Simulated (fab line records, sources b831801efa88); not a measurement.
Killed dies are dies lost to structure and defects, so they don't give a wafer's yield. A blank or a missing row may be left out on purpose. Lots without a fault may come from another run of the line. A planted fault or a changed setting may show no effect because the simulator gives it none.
Which tool did it? | flow sky130 | 12 lots, 36 wafers sampled, at 4 steps of a route of 708

WHAT THE GAUGES READ, wafer by wafer
SKY_SD_N_CD_MEAS_07: target cd 380 nm.
lot  | measured     | on        | cd_nm (nm)
L785 | day 28 01:02 | cd_sem-02 | 380.6 378.0 381.3
L787 | day 28 11:59 | cd_sem-02 | 382.0 378.6 378.5
L788 | day 28 17:08 | cd_sem-01 | 379.3 377.5 376.1
L791 | day 29 19:11 | cd_sem-02 | 339.2 341.6 337.0
L794 | day 31 09:59 | cd_sem-02 | 383.2 383.4 383.8
L799 | day 33 11:16 | cd_sem-01 | 378.5 379.2 379.4
L800 | day 33 13:23 | cd_sem-02 | 381.9 380.7 383.4
L801 | day 33 23:00 | cd_sem-01 | 382.0 379.4 382.2
L803 | day 34 04:36 | cd_sem-01 | 384.6 383.0 382.9
L805 | day 34 14:01 | cd_sem-01 | 377.6 378.3 375.7
L806 | day 34 17:37 | cd_sem-01 | 382.9 382.6 381.7
L808 | day 35 11:02 | cd_sem-02 | 379.6 379.4 380.1

SKY_METAL1_THK_MEAS_06: measures by xrf.
lot  | measured     | on            | METAL1_ALCU_THK (nm)
L785 | day 31 19:46 | film_metro-01 | 254 252 252
L787 | day 32 05:14 | film_metro-03 | 245 245 247
L788 | day 32 11:43 | film_metro-03 | 247 251 249
L791 | day 33 10:31 | film_metro-01 | 252 249 251
L794 | day 35 01:59 | film_metro-04 | 249 246 250
L799 | day 37 00:45 | film_metro-04 | 244 245 242
L800 | day 37 03:34 | film_metro-01 | 246 242 245
L801 | day 37 11:38 | film_metro-04 | 248 252 246
L803 | day 37 16:58 | film_metro-04 | 248 250 252
L805 | day 38 01:45 | film_metro-03 | 246 250 247
L806 | day 38 05:41 | film_metro-04 | 252 246 248
L808 | day 38 23:21 | film_metro-01 | 245 244 251

WHICH TOOL RAN EACH LOT (tool, then ch and the chambers of the sampled wafers, then the start)
lot  | SKY_SD_N_EXPOSE_04                  | SKY_CONTACT_ETCH_16
L785 | iline_stepper-02 ch 0, day 27 10:50 | rie_diel-03 ch 0,1, day 31 18:08
L787 | iline_stepper-01 ch 0, day 27 22:02 | rie_diel-01 ch 0,1,3, day 32 03:35
L788 | iline_stepper-01 ch 0, day 28 02:56 | rie_diel-01 ch 0,1,2, day 32 09:59
L791 | iline_stepper-02 ch 0, day 29 05:13 | rie_diel-01 ch 2,3, day 33 08:52
L794 | iline_stepper-01 ch 0, day 30 20:58 | rie_diel-03 ch 0,2,3, day 35 00:18
L799 | iline_stepper-02 ch 0, day 32 21:13 | rie_diel-01 ch 1,2,3, day 36 23:00
L800 | iline_stepper-02 ch 0, day 33 00:05 | rie_diel-03 ch 1,3, day 37 01:54
L801 | iline_stepper-02 ch 0, day 33 09:48 | rie_diel-01 ch 1,2,3, day 37 09:39
L803 | iline_stepper-02 ch 0, day 33 15:22 | rie_diel-01 ch 1,2,3, day 37 15:14
L805 | iline_stepper-02 ch 0, day 34 01:22 | rie_diel-04 ch 0,1, day 38 00:05
L806 | iline_stepper-02 ch 0, day 34 04:25 | rie_diel-04 ch 0,2, day 38 04:02
L808 | iline_stepper-02 ch 0, day 34 22:10 | rie_diel-03 ch 0,1,2, day 38 21:42
- SKY_SD_N_EXPOSE_04: exposes mask NSDM, target cd 380 nm.
- SKY_CONTACT_ETCH_16: etches BARC in N2/H2, stops on SiO2, time 45.9 s, target depth 60 nm.

WHAT THE TOOLS THEMSELVES READ (means of the sampled wafers that have a number; where no wafer has one, the mark that the record gives instead)
SKY_CONTACT_ETCH_16.
lot  | tool        | drypump_motor_current_A (A) | oes_product_au (a.u.) | throttle_valve_pct (%)
L785 | rie_diel-03 | 5.9                         | 0.854                 | 13.229
L787 | rie_diel-01 | 5.6                         | 0.853                 | 13.229
L788 | rie_diel-01 | 5.8                         | 0.854                 | 13.222
L791 | rie_diel-01 | 5.0                         | 0.858                 | 13.222
L794 | rie_diel-03 | 5.6                         | 0.850                 | 13.226
L799 | rie_diel-01 | 5.3                         | 0.853                 | 13.226
L800 | rie_diel-03 | 5.6                         | 0.858                 | 13.222
L801 | rie_diel-01 | 5.3                         | 0.857                 | 13.213
L803 | rie_diel-01 | 5.3                         | 0.853                 | 13.219
L805 | rie_diel-04 | 6.1                         | 0.849                 | 13.218
L806 | rie_diel-04 | 5.4                         | 0.852                 | 13.228
L808 | rie_diel-03 | 5.7                         | 0.856                 | 13.225

THE ANSWER, worked out from the rows above alone
Rule: what is usual is taken from the lots themselves. Put in order of their means at a reading, lots are off if they are a third of the lots or fewer, leave a main group of 4 or more, and stand apart from it by a gap of 3 or more times the standard deviation of the main group's means; of several such gaps the widest counts. A main group whose means are all the same, to the digits that the tables above print for the reading, isn't used. A lot without any number at a reading at which 4 lots or more have one is off too. The other lots that the step has rows for count as sound. The gauges are gone through in route order, then the tools' own readings, and for those a lot's mean is taken as printed above. The first step at which some lot is off is used, and at that step the reading that is off furthest; a lot without a number counts as furthest.
Off: L791, at SKY_SD_N_CD_MEAS_07 (cd_nm). The main group: mean 380.5 nm, standard deviation 2.1.
A tool fits if, at a process step before that reading, it ran every lot that is off, and no sound lot after the first of them. The gauges at SKY_SD_N_CD_MEAS_07 are tried like those tools. None of those tried fits.

WHAT THE SIMULATOR HAD PUT IN
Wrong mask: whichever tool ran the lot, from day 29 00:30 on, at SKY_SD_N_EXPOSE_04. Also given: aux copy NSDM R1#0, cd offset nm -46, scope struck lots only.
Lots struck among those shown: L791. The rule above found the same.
